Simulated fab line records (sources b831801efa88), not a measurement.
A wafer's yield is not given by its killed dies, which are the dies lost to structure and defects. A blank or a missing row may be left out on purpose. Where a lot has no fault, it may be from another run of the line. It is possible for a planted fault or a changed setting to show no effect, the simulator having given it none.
A struck lot beside a sound one    flow sky130    17 out of 708 route steps
Sound: these wafers, L681.1, L681.3, L681.5. The struck wafers were L689.4, L689.5, L689.6. At the end, the cause is stated.
Each step with rows lists, per side, the tool, then ch with its chambers, then its first start. Under that, the readings that differ: sound wafers    struck wafers    difference of the means    sigmas: that difference in standard deviations of wafers without a fault.
alike: a reading whose means differ by less than 2 such deviations, as well as words and numbers matching on both sides. not compared: withheld readings; readings where some wafer has no value; bounds like >300 that might hide an equal value; numbers whose values overlap and for which the record gives no deviation.
The two part at a step that has a row with sigmas, a row that says differs or no value, or rows on one side only. Numbers that have no deviation but don't overlap get no sigmas and don't part them. Lack of a reading on every wafer of one side parts them only where that side has two or more wafers.

first, 1 step without rows for these wafers: SKY_LDD_N_IMPLANT_15.
SKY_LDD_N_STRIP_16: strips in O2/N2.
  sound on plasma asher-01 ch 0,1, day 20 21:51; struck on plasma asher-01 ch 0,1, day 24 07:01
  alike: drypump motor current A, oes product au, strip time to endpoint s
  not compared: rf hours counter h
SKY_LDD_N_TW_MEAS_17:
  sound: film metro-01 at day 20 21:57; struck: film metro-04 at day 24 07:07
  alike: LDD_N_TW
then, 7 steps without rows for these wafers: SKY_LDD_P_DEHYDRATE_00 (time 60 s); SKY_LDD_P_HMDS_01 (prime time 60 s); SKY_LDD_P_COAT_02 (resist thk 1140 nm); SKY_LDD_P_SOFTBAKE_03 (time 60 s); SKY_LDD_P_EXPOSE_04 (exposes mask PSDM, target cd 380 nm); SKY_LDD_P_PEB_05; SKY_LDD_P_DEVELOP_06 (develop time 60 s).
SKY_LDD_P_CD_MEAS_07: target cd 380 nm.
  sound: cd sem-02 at day 22 05:10; struck: cd sem-01 at day 25 12:52
  alike: cd nm
SKY_LDD_P_OVL_MEAS_08:
  sound: overlay-02 at day 22 05:17; struck: overlay-01 at day 25 12:57
  alike: LDD_P_OVL
SKY_LDD_P_IMPLANT_09:
  sound on implanter-01 ch 0, day 22 05:19; struck on implanter-02 ch 0, day 25 13:02
SKY_LDD_P_STRIP_10: strips in O2/N2.
  sound on plasma asher-03 ch 0,1, day 22 05:28; struck on plasma asher-02 ch 0,1, day 25 13:09
  alike: drypump motor current A, oes product au, strip time to endpoint s
  not compared: rf hours counter h
SKY_LDD_P_TW_MEAS_11:
  sound: film metro-02 at day 22 05:34; struck: film metro-02 at day 25 13:15
reading   sound        struck       difference  sigmas
LDD_P_TW  625 627 626  604 605 606  -21         -6
then, 1 step without rows for these wafers: SKY_LDD_HVN_DEHYDRATE_00 (time 60 s).
-- here the record skips 24 days between the struck wafers' starts before and after, leaving off in module LDD_HVN and picking up in module PAD_OPEN (first step shown: number 708 of the route) --
SKY_PAD_OPEN_PROBE_99:
  sound: prober-01 at day 48 05:49; struck: prober-02 at day 49 21:59
reading                                      sound              struck              difference  sigmas
model.etest.tip p.rs ohm sq range            141.4 189.1 255    2013 1808 1788      +1674       
model.etest.tip p.rs ohm sq                  6941 6884 6944     8561 8484 8522      +1599       
model.etest.tip p.rs ohm sq rim less centre  107.4 31.11 52.03  -755.4 -879 -880.3  -901.7      
  alike: killed_at_M0_to_M3, killed_at_M4_up, killed at contacts, killed at front end, killed at other, killed dies, killed open, killed short
  not compared: model.etest.pfet_01v8.drive ua um range, model.etest.pfet_01v8.vt v range

## WHERE THEY PART
At SKY_LDD_P_TW_MEAS_11 and nowhere else, as far as this record goes. Later steps at which nothing parts them and some readings are alike: SKY_PAD_OPEN_PROBE_99.

WHY: whatever the simulator had introduced
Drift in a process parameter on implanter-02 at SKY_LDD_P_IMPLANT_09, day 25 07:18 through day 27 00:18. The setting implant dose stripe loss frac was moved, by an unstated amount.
